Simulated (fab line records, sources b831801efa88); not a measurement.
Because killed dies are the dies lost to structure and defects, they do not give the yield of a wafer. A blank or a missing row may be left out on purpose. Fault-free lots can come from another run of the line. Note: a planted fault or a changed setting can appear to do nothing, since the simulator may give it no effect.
Matching of chambers + flow sky130 + SKY_VIA1_CMP_02 on cmp-01: 4 sister chambers
The step polishes SiO2. 36 wafers are shown with their chamber, then 12 later ones without.

== WAFERS, EACH WITH ITS CHAMBER ==
| wafer  | chamber | motor-current-A (A) |
|--------|---------|---------------------|
| L074.1 | 3       | 9.7                 |
| L074.2 | 0       | 12.2                |
| L074.3 | 1       | 10.4                |
| L076.2 | 3       | 9.4                 |
| L076.4 | 0       | 12.8                |
| L076.5 | 3       | 9.7                 |
| L077.1 | 3       | 9.9                 |
| L077.2 | 2       | 10.6                |
| L077.5 | 2       | 10.5                |
| L079.1 | 2       | 10.2                |
| L079.2 | 3       | 9.7                 |
| L079.5 | 0       | 11.6                |
| L078.1 | 1       | 10.8                |
| L078.4 | 2       | 10.1                |
| L078.6 | 0       | 12.5                |
| L081.1 | 3       | 9.3                 |
| L081.3 | 0       | 12.6                |
| L081.4 | 2       | 10.5                |
| L082.1 | 1       | 10.3                |
| L082.2 | 2       | 10.0                |
| L082.4 | 3       | 9.4                 |
| L083.1 | 3       | 9.3                 |
| L083.4 | 1       | 9.8                 |
| L083.6 | 0       | 12.4                |
| L085.2 | 2       | 9.9                 |
| L085.4 | 0       | 12.7                |
| L085.5 | 3       | 9.7                 |
| L086.2 | 1       | 10.2                |
| L086.4 | 0       | 12.8                |
| L086.5 | 0       | 12.2                |
| L087.4 | 0       | 13.0                |
| L087.5 | 3       | 9.4                 |
| L087.6 | 0       | 12.0                |
| L092.3 | 0       | 12.7                |
| L092.5 | 3       | 9.8                 |
| L092.6 | 2       | 10.6                |

SIGNATURES (averages over the wafers above)
| reading         | chamber 0 | chamber 1 | chamber 2 | chamber 3 | scatter within a chamber |
|-----------------|-----------|-----------|-----------|-----------|--------------------------|
| motor-current-A | 12.458    | 10.300    | 10.300    | 9.573     | 0.321                    |
Rule: for each reading, subtract the chamber's mean from the wafer's reading, divide by that reading's scatter and square the result; add these up over the readings and take the root, which gives the wafer's distance from the chamber. If the next closest chamber is less than 2 further off than the closest, the wafer can't be placed; otherwise it belongs to the closest. The scatter is the square root of a quotient: the sum, over the shown wafers, of each reading's squared deviation from its chamber's mean, divided by wafers minus chambers.

== WAFERS WITH NO CHAMBER GIVEN ==
| wafer  | motor-current-A (A) |
|--------|---------------------|
| L093.1 | 12.4                |
| L093.5 | 9.8                 |
| L093.6 | 10.9                |
| L095.1 | 9.3                 |
| L095.2 | 10.0                |
| L095.4 | 12.4                |
| L097.2 | 10.2                |
| L097.3 | 9.3                 |
| L097.4 | 12.7                |
| L097.1 | 10.2                |
| L097.5 | 10.3                |
| L097.6 | 9.8                 |

== WHICH CHAMBER EACH WENT THROUGH ==
| wafer  | from the rows above          | in truth |
|--------|------------------------------|----------|
| L093.1 | 0                            | 0        |
| L093.5 | can't be placed: 3 or 1 or 2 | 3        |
| L093.6 | can't be placed: 1 or 2      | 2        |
| L095.1 | 3                            | 3        |
| L095.2 | can't be placed: 1 or 2 or 3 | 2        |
| L095.4 | 0                            | 0        |
| L097.2 | can't be placed: 1 or 2 or 3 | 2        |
| L097.3 | 3                            | 3        |
| L097.4 | 0                            | 0        |
| L097.1 | can't be placed: 1 or 2 or 3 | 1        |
| L097.5 | can't be placed: 1 or 2      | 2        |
| L097.6 | can't be placed: 3 or 1 or 2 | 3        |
Correct placement for 5 of the 12. Unplaceable from these rows: 7, with the true chamber sitting among the candidates in 7. Placed wrongly: 0.
